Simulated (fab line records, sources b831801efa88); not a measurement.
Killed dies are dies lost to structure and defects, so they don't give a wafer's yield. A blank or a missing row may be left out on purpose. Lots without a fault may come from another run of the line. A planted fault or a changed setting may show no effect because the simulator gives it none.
Which tool did it? | flow sky130 | 24 lots, 72 wafers sampled, at 6 steps of a route of 708

WHAT THE GAUGES READ, wafer by wafer
SKY_SONOS_TUNNEL_OVL_MEAS_08. Usual: SONOS_TUNNEL_OVL -1.1 nm, standard deviation 1.5.
lot  | measured     | on         | SONOS_TUNNEL_OVL (nm) | flag
L074 | day 11 00:28 | overlay-02 | 0.9 -4.1 -2.8         |
L075 | day 11 07:13 | overlay-01 | 0.9 -0.5 0.4          |
L076 | day 12 05:08 | overlay-01 | -0.5 -2.6 -0.5        |
L077 | day 12 18:41 | overlay-01 | 1.5 -0.2 -2.4         |
L078 | day 14 02:22 | overlay-01 | -3.5 -1.1 -1.9        |
L079 | day 14 02:47 | overlay-01 | 0.6 0.4 -0.8          |
L080 | day 14 12:35 | overlay-01 | -1.7 -0.4 -0.9        |
L082 | day 14 15:46 | overlay-01 | 0.8 -0.4 -0.8         |
L081 | day 14 16:04 | overlay-01 | -0.4 0.7 -0.8         |
L084 | day 14 16:59 | overlay-02 | -0.1 -1.2 -0.5        |
L083 | day 14 17:53 | overlay-02 | 0.3 -1.2 -2.0         |
L085 | day 14 23:20 | overlay-01 | -4.7 -2.3 -3.7        |
L086 | day 15 18:57 | overlay-01 | -0.4 -1.7 -1.4        |
L087 | day 15 19:31 | overlay-01 | -1.7 -1.4 -2.9        |
L089 | day 17 02:38 | overlay-01 | -1.7 -4.2 -3.4        |
L090 | day 17 03:35 | overlay-02 | 0.2 -0.2 1.2          |
L088 | day 17 04:34 | overlay-01 | -0.8 -1.3 -0.9        |
L092 | day 17 20:22 | overlay-01 | -1.6 -0.3 -0.8        |
L091 | day 17 23:20 | overlay-02 | -1.2 -0.1 -1.4        |
L093 | day 18 06:25 | overlay-02 | 0.3 -0.1 -0.2         |
L094 | day 18 07:20 | overlay-01 | 0.4 -0.3 0.5          |
L095 | day 18 14:43 | overlay-01 | -1.8 -1.9 1.8         |
L096 | day 18 18:19 | overlay-02 | -2.6 -0.9 -3.1        |
L097 | day 19 00:30 | overlay-01 | 0.6 -1.1 -1.5         |

SKY_CONTACT_THK_MEAS_03. Usual: CONTACT_HDPCVD_THK 565 nm, standard deviation 6.4.
lot  | measured     | on            | CONTACT_HDPCVD_THK (nm) | flag
L074 | day 29 22:26 | film_metro-04 | 570 562 570             |
L075 | day 30 00:47 | film_metro-02 | 564 573 555             |
L076 | day 31 04:16 | film_metro-03 | 566 559 552             |
L077 | day 31 17:54 | film_metro-03 | 557 564 560             |
L078 | day 33 02:34 | film_metro-02 | 557 562 551             |
L079 | day 33 04:25 | film_metro-02 | 557 575 575             |
L080 | day 33 13:07 | film_metro-04 | 566 565 566             |
L082 | day 33 18:53 | film_metro-04 | 561 560 564             |
L081 | day 33 20:53 | film_metro-04 | 570 567 568             |
L084 | day 33 23:22 | film_metro-04 | 569 566 561             |
L083 | day 33 23:01 | film_metro-04 | 566 583 568             |
L085 | day 34 00:10 | film_metro-04 | 568 575 555             |
L086 | day 35 04:59 | film_metro-02 | 558 566 565             |
L087 | day 35 02:26 | film_metro-02 | 561 567 561             |
L089 | day 36 05:37 | film_metro-04 | 556 562 553             |
L090 | day 36 03:07 | film_metro-03 | 565 563 572             |
L088 | day 36 05:21 | film_metro-04 | 566 565 568             |
L092 | day 36 16:02 | film_metro-04 | 561 566 562             |
L091 | day 36 17:04 | film_metro-02 | 571 573 571             |
L093 | day 37 00:47 | film_metro-02 | 565 566 574             |
L094 | day 37 01:42 | film_metro-04 | 566 568 562             |
L095 | day 37 16:06 | film_metro-02 | 562 557 558             |
L096 | day 37 11:08 | film_metro-04 | 562 564 558             |
L097 | day 37 20:07 | film_metro-03 | 569 568 563             |

SKY_VIA1_THK_MEAS_23: measures by xrf. Usual: VIA1_W_THK 267 nm, standard deviation 3.4.
lot  | measured     | on            | VIA1_W_THK (nm) | flag
L074 | day 33 12:17 | film_metro-03 | 270 268 270     |
L075 | day 33 14:25 | film_metro-02 | 268 268 270     |
L076 | day 34 16:24 | film_metro-01 | 273 274 275     |
L077 | day 35 06:23 | film_metro-03 | 266 264 263     |
L078 | day 36 15:24 | film_metro-02 | 268 267 264     |
L079 | day 36 16:24 | film_metro-01 | 268 271 268     |
L080 | day 37 00:11 | film_metro-02 | 266 263 259     |
L082 | day 37 08:08 | film_metro-02 | 264 264 261     |
L081 | day 37 09:37 | film_metro-03 | 262 268 265     |
L084 | day 37 11:28 | film_metro-03 | 271 269 272     |
L083 | day 37 09:58 | film_metro-03 | 265 268 266     |
L085 | day 37 12:35 | film_metro-01 | 270 270 268     |
L086 | day 38 16:51 | film_metro-02 | 268 269 267     |
L087 | day 38 13:37 | film_metro-01 | 268 268 267     |
L089 | day 39 15:50 | film_metro-01 | 266 271 270     |
L090 | day 39 11:58 | film_metro-02 | 269 266 269     |
L088 | day 39 14:28 | film_metro-01 | 264 270 267     |
L092 | day 40 01:34 | film_metro-02 | 272 267 268     |
L091 | day 40 01:52 | film_metro-02 | 267 268 269     |
L093 | day 40 07:52 | film_metro-02 | 266 268 264     |
L094 | day 40 10:22 | film_metro-03 | 263 271 266     |
L095 | day 40 23:41 | film_metro-03 | 264 270 267     |
L096 | day 40 18:25 | film_metro-03 | 265 263 262     |
L097 | day 41 02:50 | film_metro-03 | 269 265 271     |

SKY_VIA2_THK_MEAS_01. Usual: VIA2_HDPCVD_THK 1180 nm, standard deviation 13.
lot  | measured     | on            | VIA2_HDPCVD_THK (nm) | flag
L074 | day 34 16:25 | film_metro-02 | 1201 1186 1199       |
L075 | day 34 19:32 | film_metro-04 | 1188 1179 1187       |
L076 | day 35 20:25 | film_metro-02 | 1175 1157 1181       |
L077 | day 36 10:46 | film_metro-04 | 1174 1189 1175       |
L078 | day 37 19:06 | film_metro-02 | 1182 1178 1192       |
L079 | day 37 20:54 | film_metro-02 | 1199 1195 1199       |
L080 | day 38 03:45 | film_metro-04 | 1186 1192 1169       |
L082 | day 38 10:43 | film_metro-03 | 1196 1211 1194       |
L081 | day 38 12:52 | film_metro-02 | 1180 1195 1189       |
L084 | day 38 14:42 | film_metro-04 | 1195 1191 1188       |
L083 | day 38 13:13 | film_metro-04 | 1161 1172 1186       |
L085 | day 38 16:13 | film_metro-03 | 1163 1181 1169       |
L086 | day 39 19:43 | film_metro-03 | 1198 1179 1177       |
L087 | day 39 16:31 | film_metro-02 | 1158 1172 1175       |
L089 | day 40 17:24 | film_metro-04 | 1173 1172 1164       |
L090 | day 40 14:08 | film_metro-04 | 1154 1174 1180       |
L088 | day 40 16:10 | film_metro-02 | 1172 1188 1203       |
L092 | day 41 03:08 | film_metro-04 | 1188 1177 1184       |
L091 | day 41 03:59 | film_metro-02 | 1173 1187 1174       |
L093 | day 41 09:47 | film_metro-04 | 1177 1162 1176       |
L094 | day 41 12:21 | film_metro-04 | 1194 1171 1192       |
L095 | day 42 00:51 | film_metro-04 | 1166 1176 1167       |
L096 | day 41 19:58 | film_metro-02 | 1165 1174 1161       |
L097 | day 42 05:50 | film_metro-02 | 1195 1178 1177       |

SKY_VIA3_OVL_MEAS_13. Usual: VIA3_OVL 1 nm, standard deviation 4.7.
lot  | measured     | on         | VIA3_OVL (nm) | flag
L074 | day 39 04:19 | overlay-01 | -3 -2 -1      |
L075 | day 39 08:05 | overlay-02 | 6 -1 6        |
L076 | day 40 06:49 | overlay-02 | -2 1 5        |
L077 | day 40 19:42 | overlay-02 | -6 -4 -4      |
L078 | day 42 01:26 | overlay-01 | 2 0 -3        |
L079 | day 42 04:58 | overlay-02 | -3 1 -2       |
L080 | day 42 09:52 | overlay-02 | 8 6 7         |
L082 | day 42 13:55 | overlay-02 | -3 -2 -5      |
L081 | day 42 17:34 | overlay-01 | 3 9 10        |
L084 | day 42 19:04 | overlay-01 | 8 4 1         |
L083 | day 42 18:11 | overlay-01 | 8 -2 2        |
L085 | day 42 20:05 | overlay-02 | 2 -3 1        |
L086 | day 43 21:05 | overlay-01 | -1 1 4        |
L087 | day 43 17:04 | overlay-02 | -3 -3 -3      |
L089 | day 44 15:46 | overlay-01 | 1 11 4        |
L090 | day 44 15:04 | overlay-02 | -1 0 4        |
L088 | day 44 15:25 | overlay-01 | 3 3 -1        |
L092 | day 45 02:13 | overlay-01 | -1 8 4        |
L091 | day 45 04:19 | overlay-02 | 2 -3 6        |
L093 | day 45 07:37 | overlay-02 | 0 7 9         |
L094 | day 45 09:22 | overlay-01 | -1 -6 -3      |
L095 | day 45 21:11 | overlay-02 | 2 7 2         |
L096 | day 45 19:52 | overlay-02 | -1 0 1        |
L097 | day 46 01:37 | overlay-01 | -5 -1 -5      |

WHICH TOOL RAN EACH LOT (tool, then ch and the chambers of the sampled wafers, then the start)
lot  | SKY_VT_ADJUST_NCORE_STRIP_10
L074 | plasma_asher-02 ch 0,1, day 8 06:34
L075 | plasma_asher-02 ch 0,1, day 8 13:54
L076 | plasma_asher-04 ch 0,1, day 9 08:52
L077 | plasma_asher-02 ch 0,1, day 9 22:50
L078 | plasma_asher-01 ch 0,1, day 11 00:34
L079 | plasma_asher-04 ch 0,1, day 11 00:45
L080 | plasma_asher-01 ch 0,1, day 11 10:01
L082 | plasma_asher-01 ch 0,1, day 11 10:58
L081 | plasma_asher-02 ch 0,1, day 11 11:55
L084 | plasma_asher-04 ch 0,1, day 11 13:57
L083 | plasma_asher-02 ch 0,1, day 11 14:15
L085 | plasma_asher-04 ch 0,1, day 11 19:25
L086 | plasma_asher-02 ch 0,1, day 12 12:55
L087 | plasma_asher-01 ch 0,1, day 12 13:11
L089 | plasma_asher-04 ch 0,1, day 13 17:33
L090 | plasma_asher-01 ch 0,1, day 13 17:44
L088 | plasma_asher-01 ch 0, day 13 19:22
L092 | plasma_asher-02 ch 0,1, day 14 10:25
L091 | plasma_asher-02 ch 0,1, day 14 12:35
L093 | plasma_asher-02 ch 0,1, day 14 18:28
L094 | plasma_asher-01 ch 0,1, day 14 18:53
L095 | plasma_asher-02 ch 0,1, day 15 02:34
L096 | plasma_asher-04 ch 0,1, day 15 05:11
L097 | plasma_asher-04 ch 0,1, day 15 11:21
- SKY_VT_ADJUST_NCORE_STRIP_10: strips in O2/N2.

WHAT THE TOOLS THEMSELVES READ (means of the sampled wafers that have a number; where no wafer has one, the mark that the record gives instead)
SKY_VT_ADJUST_NCORE_STRIP_10. Usual: drypump_motor_current_A 5.5 A, standard deviation 0.46; oes_product_au 0.715 a.u., standard deviation 0.0046; strip_time_to_endpoint_s 14.05 s, standard deviation 0.041.
lot  | tool            | drypump_motor_current_A (A) | oes_product_au (a.u.) | strip_time_to_endpoint_s (s) | flag
L074 | plasma_asher-02 | 5.7                         | 0.719                 | 13.98                        |
L075 | plasma_asher-02 | 5.7                         | 0.716                 | 14.07                        |
L076 | plasma_asher-04 | 5.8                         | 0.713                 | 14.09                        |
L077 | plasma_asher-02 | 5.2                         | 0.714                 | 14.05                        |
L078 | plasma_asher-01 | 5.4                         | 0.718                 | 14.07                        |
L079 | plasma_asher-04 | 5.7                         | 0.711                 | 14.07                        |
L080 | plasma_asher-01 | 5.4                         | 0.711                 | 14.02                        |
L082 | plasma_asher-01 | 5.4                         | 0.715                 | 14.08                        |
L081 | plasma_asher-02 | 5.2                         | 0.717                 | 14.05                        |
L084 | plasma_asher-04 | 5.8                         | 0.715                 | 14.08                        |
L083 | plasma_asher-02 | 5.2                         | 0.717                 | 14.06                        |
L085 | plasma_asher-04 | 5.7                         | 0.711                 | 14.01                        |
L086 | plasma_asher-02 | 5.7                         | 0.717                 | 14.03                        |
L087 | plasma_asher-01 | 5.4                         | 0.714                 | 14.10                        |
L089 | plasma_asher-04 | 5.7                         | 0.714                 | 14.05                        |
L090 | plasma_asher-01 | 5.4                         | 0.718                 | 14.04                        |
L088 | plasma_asher-01 | 5.3                         | 0.715                 | 14.10                        |
L092 | plasma_asher-02 | 5.7                         | 0.711                 | 14.06                        |
L091 | plasma_asher-02 | 5.2                         | 0.715                 | 14.03                        |
L093 | plasma_asher-02 | 5.7                         | 0.713                 | 14.03                        |
L094 | plasma_asher-01 | 5.4                         | 0.715                 | 13.99                        |
L095 | plasma_asher-02 | 5.2                         | 0.716                 | 14.06                        |
L096 | plasma_asher-04 | 5.8                         | 0.716                 | 14.01                        |
L097 | plasma_asher-04 | 5.8                         | 0.719                 | 14.06                        |

THE ANSWER, worked out from the rows above alone
Rule: a lot is off if the mean of its wafers that have a number lies more than 3 standard deviations from the usual mean. A lot without any number at a reading at which 4 lots or more have one is off too. The other lots that the step has rows for count as sound. The gauges are gone through in route order, then the tools' own readings, and for those a lot's mean is taken as printed above. The first step at which some lot is off is used, and at that step the reading that is off furthest; a lot without a number counts as furthest.
No lot is off at any reading shown: from this, nothing can be told.

WHAT THE SIMULATOR HAD PUT IN
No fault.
